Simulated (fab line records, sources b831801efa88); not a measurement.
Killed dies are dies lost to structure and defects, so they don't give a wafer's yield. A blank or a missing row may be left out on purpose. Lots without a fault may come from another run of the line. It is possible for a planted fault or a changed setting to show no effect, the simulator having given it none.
Split-lot experiment	flow sfq-line	23 wafers read across 5 lots, on a route 325 steps long

== ABOUT THE SPLIT ==
At SFQ_TRILAYER_I3_VIA_BARC_OPEN_VIA_ETCH_121 (etches BARC in O2, target depth 125 nm, time 41.7 s), the setting time-s was moved away from the recipe's 41.7 s on 9 of the 23 wafers read, by -12.0% to +10.6%. For the rest of the wafers, this setting stayed at what the recipe calls for.

The reading comes from the split's own step.

== THE READING ==
oes-product-au, in a.u., at SFQ_TRILAYER_I3_VIA_BARC_OPEN_VIA_ETCH_121 (etches BARC in O2, target depth 125 nm, time 41.7 s). A value of 0.685 a.u. with a standard deviation of 0.0047 a.u. is what fault-free wafers of this fab line usually give.

wafer	tool, chamber at the split	time-s as run, s	against the recipe	oes-product-au, a.u.	against lot-mates on the recipe
L075.1	rie-diel-03, 3	41.7	recipe	0.687	-
L075.3	rie-diel-03, 1	36.71	-12.0%	0.725	+0.038
L075.4	rie-diel-03, 2	36.71	-12.0%	0.725	+0.038
L075.5	rie-diel-03, 3	36.71	-12.0%	0.728	+0.041
L075.6	rie-diel-03, 1	41.7	recipe	0.686	-
L077.1	rie-diel-02, 3	41.7	recipe	0.682	-
L077.4	rie-diel-02, 3	41.7	recipe	0.685	-
L077.6	rie-diel-02, 2	41.7	recipe	0.686	-
L080.1	rie-diel-02, 3	41.7	recipe	0.684	-
L080.2	rie-diel-02, 1	41.7	recipe	0.692	-
L080.4	rie-diel-02, 0	41.7	recipe	0.676	-
L080.5	rie-diel-02, 1	41.7	recipe	0.688	-
L080.6	rie-diel-02, 0	41.7	recipe	0.687	-
L081.2	rie-diel-04, 1	37.46	-10.2%	0.709	+0.023
L081.3	rie-diel-04, 0	41.7	recipe	0.686	-
L081.4	rie-diel-04, 1	41.7	recipe	0.685	-
L081.5	rie-diel-04, 3	37.46	-10.2%	0.721	+0.035
L081.6	rie-diel-04, 0	37.46	-10.2%	0.715	+0.029
L083.1	rie-diel-04, 3	41.7	recipe	0.681	-
L083.2	rie-diel-04, 0	46.13	+10.6%	0.670	-0.013
L083.3	rie-diel-04, 1	41.7	recipe	0.686	-
L083.4	rie-diel-04, 3	46.13	+10.6%	0.676	-0.007
L083.6	rie-diel-04, 1	46.13	+10.6%	0.667	-0.016

FIT RESULTS
A straight line over all 23 wafers: oes-product-au changes by -0.00251 a.u. for each +1% of time-s; r = -0.94; the points scatter about the line by 0.0065 a.u.
The same after taking each lot's own level away (the mean of its wafers on the recipe; 23 wafers): -0.0024 a.u. for each +1%; r = -0.93; scatter 0.0065 a.u.
On that fit, the largest move of time-s shifts the reading by 0.029 a.u.
From 0.6835 to 0.6865 a.u.: that is the span of the lots' own levels, equal to 0.6 times the standard deviation above.
The two slopes are in agreement: the lot-to-lot level therefore moves the slope only a little.
Check: +0.0314 a.u. against its lot-mates is what the line predicts for one of the wafers moved furthest among these (-12.0%) when that wafer is left out of the fit. It came out at +0.0385 a.u. against them.
Tool readings at the split's step, against how far the setting was moved: oes-product-au r = -0.94.

== FILE'S OWN FIT ==
oes-product-au changes by -0.00251 a.u. for each +1% of time-s, r = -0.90.
